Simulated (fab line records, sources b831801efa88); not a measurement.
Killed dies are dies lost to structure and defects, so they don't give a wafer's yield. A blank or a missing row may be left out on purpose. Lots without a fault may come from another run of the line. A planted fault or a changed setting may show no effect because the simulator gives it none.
A struck lot beside a sound one | flow gf180mcu | 15 steps out of a route of 602
Sound: wafers L786.2, L786.3, L786.4. Struck: wafers L783.1, L783.4, L783.5. The cause comes at the end.
At each step with rows: each side's tool, then ch and its chambers, then its first start. Under that, the readings that differ: sound wafers | struck wafers | difference of the means | sigmas: that difference in standard deviations of wafers without a fault.
alike: readings whose means differ by less than 2 such deviations, and words and numbers that are the same on both sides. not compared: withheld readings, readings that some wafer has no value for, bounds like >300 that may hide the same value, and numbers for which the record gives no deviation and whose values overlap.
The two part at a step that has a row with sigmas, a row that says differs or no value, or rows on one side only. Numbers that don't overlap but have no deviation are shown without sigmas and don't part them. A reading that every wafer of one side lacks parts them only if that side has two wafers or more.

first, 5 steps without rows for these wafers: GF_VT_IMPLANT_COAT_24 (resist thk 1000 nm); GF_VT_IMPLANT_SOFTBAKE_25 (time 60 s); GF_VT_IMPLANT_EXPOSE_26 (exposes mask LVPWELL HV AREA, target cd 860 nm); GF_VT_IMPLANT_PEB_27; GF_VT_IMPLANT_DEVELOP_28 (develop time 60 s).
GF_VT_IMPLANT_OVL_MEAS_29:
  sound on overlay-01, day 12 14:13; struck on overlay-01, day 11 21:22
  alike: VT_IMPLANT_02_OVL
then, 1 step without rows for these wafers: GF_VT_IMPLANT_IMPLANT_30.
GF_VT_IMPLANT_STRIP_31: strips in O2/N2.
  sound on plasma_asher-03 ch 0,1, day 12 14:23; struck on plasma_asher-04 ch 0,1, day 11 21:32
  alike: drypump_motor_current_A, heater_power_w, o2_flow_sccm, oes_product_au, strip_time_to_endpoint_s
  not compared: rf_hours_counter_h
GF_VT_IMPLANT_TW_MEAS_32:
  sound on film_metro-01, day 12 14:30; struck on film_metro-01, day 11 21:38
  alike: VT_IMPLANT_3_TW
then, 3 steps without rows for these wafers: GF_VT_IMPLANT_DEHYDRATE_33 (time 60 s); GF_VT_IMPLANT_HMDS_34 (prime time 60 s); GF_VT_IMPLANT_COAT_35 (resist thk 1000 nm).
GF_VT_IMPLANT_SOFTBAKE_36: time 60 s.
  sound on litho_track-01 ch 0, day 12 22:04; struck on litho_track-03 ch 0, day 12 06:41
  reading                  | sound             | struck            | difference | sigmas
  heater_power_total_W (W) | 56.65 56.54 56.60 | 59.18 59.20 59.18 | +2.59      | +63
  run_length_s (s)         | 89.10 89.27 89.09 | 81.96 81.91 81.93 | -7.22      | -34
then, 1 step without rows for these wafers: GF_VT_IMPLANT_EXPOSE_37 (exposes mask Nwell HV AREA, target cd 860 nm).
GF_PASSIVATION_PROBE_99:
  the record has rows for the sound wafers here (prober-01, day 34 02:34) and none for the struck ones

WHERE THEY PART
First at GF_VT_IMPLANT_SOFTBAKE_36; last, within this record, at GF_PASSIVATION_PROBE_99.

WHY: what the simulator had put in
Process parameter drift: litho_track-03, from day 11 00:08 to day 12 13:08, at GF_VT_IMPLANT_SOFTBAKE_36. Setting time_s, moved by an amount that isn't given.
